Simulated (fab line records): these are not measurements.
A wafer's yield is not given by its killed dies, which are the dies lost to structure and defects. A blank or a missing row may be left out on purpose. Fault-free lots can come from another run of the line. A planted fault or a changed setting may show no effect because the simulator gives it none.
Split-lot study || flow sky130 || on a route of 708 steps: 5 lots, 23 wafers read

ABOUT THE SPLIT
At SKY_VT_ADJUST_LVTN_IMPLANT_08, the setting doseCm2 was moved away from the recipe's 1.57e+12 on 8 of the 23 wafers read, by -7.1% to -2.0%. For the rest of the wafers, this setting stayed at what the recipe calls for.

FROM THE SPLIT ON TO THE READING: in between, the file shows 1 step
- SKY_VT_ADJUST_LVTN_STRIP_09: strips in O2/N2

THE READING
VT_ADJUST_LVTN_TW, at SKY_VT_ADJUST_LVTN_TW_MEAS_10. A value of 243.5 with a standard deviation of 1.6 is what fault-free wafers of this fab line usually give.

{"wafer": "L076.1", "tool, chamber at the split": "implanter-01, 0", "doseCm2 as run": 1.461e+12, "against the recipe": "-6.9%", "VT_ADJUST_LVTN_TW": 239.3, "against lot-mates on the recipe": -4.2}
{"wafer": "L076.2", "tool, chamber at the split": "implanter-01, 0", "doseCm2 as run": 1.461e+12, "against the recipe": "-6.9%", "VT_ADJUST_LVTN_TW": 239.8, "against lot-mates on the recipe": -3.7}
{"wafer": "L076.3", "tool, chamber at the split": "implanter-01, 0", "doseCm2 as run": 1.461e+12, "against the recipe": "-6.9%", "VT_ADJUST_LVTN_TW": 238.5, "against lot-mates on the recipe": -5.0}
{"wafer": "L076.5", "tool, chamber at the split": "implanter-01, 0", "doseCm2 as run": 1.57e+12, "against the recipe": "recipe", "VT_ADJUST_LVTN_TW": 242.8, "against lot-mates on the recipe": "-"}
{"wafer": "L076.6", "tool, chamber at the split": "implanter-01, 0", "doseCm2 as run": 1.57e+12, "against the recipe": "recipe", "VT_ADJUST_LVTN_TW": 244.2, "against lot-mates on the recipe": "-"}
{"wafer": "L080.1", "tool, chamber at the split": "implanter-01, 0", "doseCm2 as run": 1.57e+12, "against the recipe": "recipe", "VT_ADJUST_LVTN_TW": 240.9, "against lot-mates on the recipe": "-"}
{"wafer": "L080.3", "tool, chamber at the split": "implanter-01, 0", "doseCm2 as run": 1.458e+12, "against the recipe": "-7.1%", "VT_ADJUST_LVTN_TW": 237.2, "against lot-mates on the recipe": -3.7}
{"wafer": "L080.4", "tool, chamber at the split": "implanter-01, 0", "doseCm2 as run": 1.57e+12, "against the recipe": "recipe", "VT_ADJUST_LVTN_TW": 240.8, "against lot-mates on the recipe": "-"}
{"wafer": "L080.5", "tool, chamber at the split": "implanter-01, 0", "doseCm2 as run": 1.458e+12, "against the recipe": "-7.1%", "VT_ADJUST_LVTN_TW": 234.8, "against lot-mates on the recipe": -6.1}
{"wafer": "L080.6", "tool, chamber at the split": "implanter-01, 0", "doseCm2 as run": 1.57e+12, "against the recipe": "recipe", "VT_ADJUST_LVTN_TW": 241.1, "against lot-mates on the recipe": "-"}
{"wafer": "L082.1", "tool, chamber at the split": "implanter-04, 0", "doseCm2 as run": 1.57e+12, "against the recipe": "recipe", "VT_ADJUST_LVTN_TW": 240.1, "against lot-mates on the recipe": "-"}
{"wafer": "L082.2", "tool, chamber at the split": "implanter-04, 0", "doseCm2 as run": 1.539e+12, "against the recipe": "-2.0%", "VT_ADJUST_LVTN_TW": 240.6, "against lot-mates on the recipe": "+0.0"}
{"wafer": "L082.3", "tool, chamber at the split": "implanter-04, 0", "doseCm2 as run": 1.539e+12, "against the recipe": "-2.0%", "VT_ADJUST_LVTN_TW": 240.0, "against lot-mates on the recipe": -0.6}
{"wafer": "L082.5", "tool, chamber at the split": "implanter-04, 0", "doseCm2 as run": 1.57e+12, "against the recipe": "recipe", "VT_ADJUST_LVTN_TW": 241.1, "against lot-mates on the recipe": "-"}
{"wafer": "L082.6", "tool, chamber at the split": "implanter-04, 0", "doseCm2 as run": 1.539e+12, "against the recipe": "-2.0%", "VT_ADJUST_LVTN_TW": 240.1, "against lot-mates on the recipe": -0.5}
{"wafer": "L083.4", "tool, chamber at the split": "implanter-02, 0", "doseCm2 as run": 1.57e+12, "against the recipe": "recipe", "VT_ADJUST_LVTN_TW": 245.2, "against lot-mates on the recipe": "-"}
{"wafer": "L083.5", "tool, chamber at the split": "implanter-02, 0", "doseCm2 as run": 1.57e+12, "against the recipe": "recipe", "VT_ADJUST_LVTN_TW": 245.4, "against lot-mates on the recipe": "-"}
{"wafer": "L083.6", "tool, chamber at the split": "implanter-02, 0", "doseCm2 as run": 1.57e+12, "against the recipe": "recipe", "VT_ADJUST_LVTN_TW": 244.7, "against lot-mates on the recipe": "-"}
{"wafer": "L085.2", "tool, chamber at the split": "implanter-04, 0", "doseCm2 as run": 1.57e+12, "against the recipe": "recipe", "VT_ADJUST_LVTN_TW": 245.3, "against lot-mates on the recipe": "-"}
{"wafer": "L085.3", "tool, chamber at the split": "implanter-04, 0", "doseCm2 as run": 1.57e+12, "against the recipe": "recipe", "VT_ADJUST_LVTN_TW": 245.0, "against lot-mates on the recipe": "-"}
{"wafer": "L085.4", "tool, chamber at the split": "implanter-04, 0", "doseCm2 as run": 1.57e+12, "against the recipe": "recipe", "VT_ADJUST_LVTN_TW": 244.8, "against lot-mates on the recipe": "-"}
{"wafer": "L085.5", "tool, chamber at the split": "implanter-04, 0", "doseCm2 as run": 1.57e+12, "against the recipe": "recipe", "VT_ADJUST_LVTN_TW": 244.4, "against lot-mates on the recipe": "-"}
{"wafer": "L085.6", "tool, chamber at the split": "implanter-04, 0", "doseCm2 as run": 1.57e+12, "against the recipe": "recipe", "VT_ADJUST_LVTN_TW": 244.0, "against lot-mates on the recipe": "-"}

THE FIT
A straight line over all 23 wafers: VT_ADJUST_LVTN_TW changes by +0.778 for each +1% of doseCm2; r = +0.77; the points scatter about the line by 1.9.
The same after taking each lot's own level away (the mean of its wafers on the recipe; 23 wafers): +0.647 for each +1%; r = +0.94; scatter 0.66.
According to that fit, moving doseCm2 by its largest amount changes the reading by 4.6.
From 240.60 to 245.10: that is the span of the lots' own levels, equal to 2.8 times the standard deviation above.
So the lot-to-lot level blurs the effect unless lot-mates are compared.
Check: for one of the wafers moved furthest among these (-7.1%), held out of the fit, the line's prediction against its lot-mates is -4.69. It came out at -3.73 against them.

OTHER SPLITS ON THESE WAFERS
Other splits were also applied to these wafers ahead of the reading. Each is held against what the fit with the lots' levels taken away leaves over:
{"other split on the same wafers": "SKY_FIELD_ISO_CVD_03 pressureMtorr", "wafers away from the commonest value": 15, "r with VT_ADJUST_LVTN_TW (lot level and that fit taken away)": "+0.30"}
{"other split on the same wafers": "SKY_NWELL_OXIDATION_01 tempC", "wafers away from the commonest value": 10, "r with VT_ADJUST_LVTN_TW (lot level and that fit taken away)": "+0.25"}
{"other split on the same wafers": "SKY_NWELL_COAT_05 spinRpm", "wafers away from the commonest value": 11, "r with VT_ADJUST_LVTN_TW (lot level and that fit taken away)": -0.12}
{"other split on the same wafers": "SKY_NWELL_COAT_18 resistThkNm", "wafers away from the commonest value": 6, "r with VT_ADJUST_LVTN_TW (lot level and that fit taken away)": "+0.16"}
{"other split on the same wafers": "SKY_VT_ADJUST_HVTP_IMPLANT_09 doseCm2", "wafers away from the commonest value": 6, "r with VT_ADJUST_LVTN_TW (lot level and that fit taken away)": -0.17}

FILE'S OWN FIT
VT_ADJUST_LVTN_TW changes by +0.64 for each +1% of doseCm2, r = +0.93.
